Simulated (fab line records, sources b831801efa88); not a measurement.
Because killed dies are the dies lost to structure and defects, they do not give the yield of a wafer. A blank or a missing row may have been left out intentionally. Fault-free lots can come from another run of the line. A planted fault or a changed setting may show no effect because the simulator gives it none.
A struck lot beside a sound one	flow sfq_line	13 steps out of a route of 325
Sound: wafers L117.4, L117.5, L117.6. Struck: wafer L129.1 (left out: L129.3, L129.4 of the same lot, which were not struck); the cause appears at the end.
Order at every step that has rows: each side's tool, ch and its chambers, its first start. Under that, the readings that differ: sound wafers	struck wafers	difference of the means	sigmas: that difference in standard deviations of wafers without a fault.
alike: words and numbers the same on both sides, and readings whose means are apart by under 2 such deviations; not compared: readings that were withheld, readings missing a value for some wafer, numbers with overlapping values and no deviation given by the record, and bounds like >300 which may hide the same value.
A row with sigmas, a row that says differs or no value, or rows on one side alone: a step with any of these is where the two part. Non-overlapping numbers with no deviation appear without sigmas and do not part them. A reading that every wafer of one side lacks parts them only if that side has two wafers or more.

first, 6 steps without rows for these wafers: SFQ_TRILAYER_M6_LITHO_COAT_164 (resist thk 62 nm); SFQ_TRILAYER_M6_LITHO_COAT_159 (resist thk 600 nm); SFQ_TRILAYER_M6_LITHO_SOFTBAKE_163; SFQ_TRILAYER_M6_LITHO_EXPOSE_160 (exposes mask M6, target cd 500 nm); SFQ_TRILAYER_M6_LITHO_PEB_162 (peb time 60 s); SFQ_TRILAYER_M6_LITHO_DEVELOP_161 (time 60 s).
SFQ_M6_OVL_MEAS_940:
  struck on overlay-01, day 75 23:17; sound on overlay-01, day 70 20:46
  alike: M6_OVL
SFQ_TRILAYER_M6_BARC_OPEN_METAL_ETCH_206: etches BARC in O2, target depth 125 nm, time 41.7 s.
  sound on rie_metal-01 ch 0,1, day 70 20:49; struck on rie_metal-03 ch 0, day 75 23:25
reading	sound	struck	difference	sigmas
rf_hours_counter_h (h)	- - -	59	no value on the sound wafers	
  alike: drypump_motor_current_A, oes_product_au
SFQ_TRILAYER_M6_ETCH_METAL_ETCH_162: etches Nb in Cl2/Ar, stops on SiO2, target depth 240 nm, time 120 s.
  sound on rie_metal-01 ch 0,1, day 70 20:56; struck on rie_metal-03 ch 0, day 75 23:29
reading	sound	struck	difference	sigmas
rf_hours_counter_h (h)	- - -	59	no value on the sound wafers	
  alike: drypump_motor_current_A, oes_product_au
SFQ_TRILAYER_M6_STRIP_STRIP_163: strips in O2.
  sound on rie_metal-01 ch 0,1, day 70 21:18; struck on rie_metal-03 ch 0, day 75 23:37
reading	sound	struck	difference	sigmas
oes_product_au (a.u.)	0.992 0.989 0.993	1.008	+0.017	+2
platen_temp_c (C)	40.19 40.06 40.20	39.86	-0.29	-2
rf_hours_counter_h (h)	- - -	59	no value on the sound wafers	
  alike: drypump_motor_current_A
then, 1 step without rows for these wafers: SFQ_TRILAYER_M6_STRIP_SOLV_CLEAN_164 (cleans in NMP, time 600 s).
SFQ_TRILAYER_I6_DEP_PECVD_165: deposits SiO2 from SiH4/N2O, time 111.11 s, target thk 500 nm.
  sound on pecvd-03 ch 0,1,2, day 70 22:03; struck on pecvd-02 ch 2, day 76 00:23
reading	sound	struck	difference	sigmas
run_length_s (s)	138.6 138.3 138.7	132.8	-5.7	-11
model.SiO2_of_TRILAYER_I6_DEP_PECVD_165.thk_nm (nm)	499.3 503.1 502.4	464	-38	
  alike: heater_power_w, throttle_valve_pct
SFQ_TRILAYER_I6_CMP_CMP_166: polishes SiO2.
  sound on cmp-02 ch 0,1,2, day 70 23:35; struck on cmp-01 ch 0, day 76 00:58
  alike: motor_current_A, retaining_ring_pressure_frac, time_to_endpoint_s

== WHERE THEY PART ==
First at SFQ_TRILAYER_M6_BARC_OPEN_METAL_ETCH_206; last, within this record, at SFQ_TRILAYER_I6_DEP_PECVD_165. Later steps at which nothing parts them and some readings are alike: SFQ_TRILAYER_I6_CMP_CMP_166.

WHY: what the simulator had put in
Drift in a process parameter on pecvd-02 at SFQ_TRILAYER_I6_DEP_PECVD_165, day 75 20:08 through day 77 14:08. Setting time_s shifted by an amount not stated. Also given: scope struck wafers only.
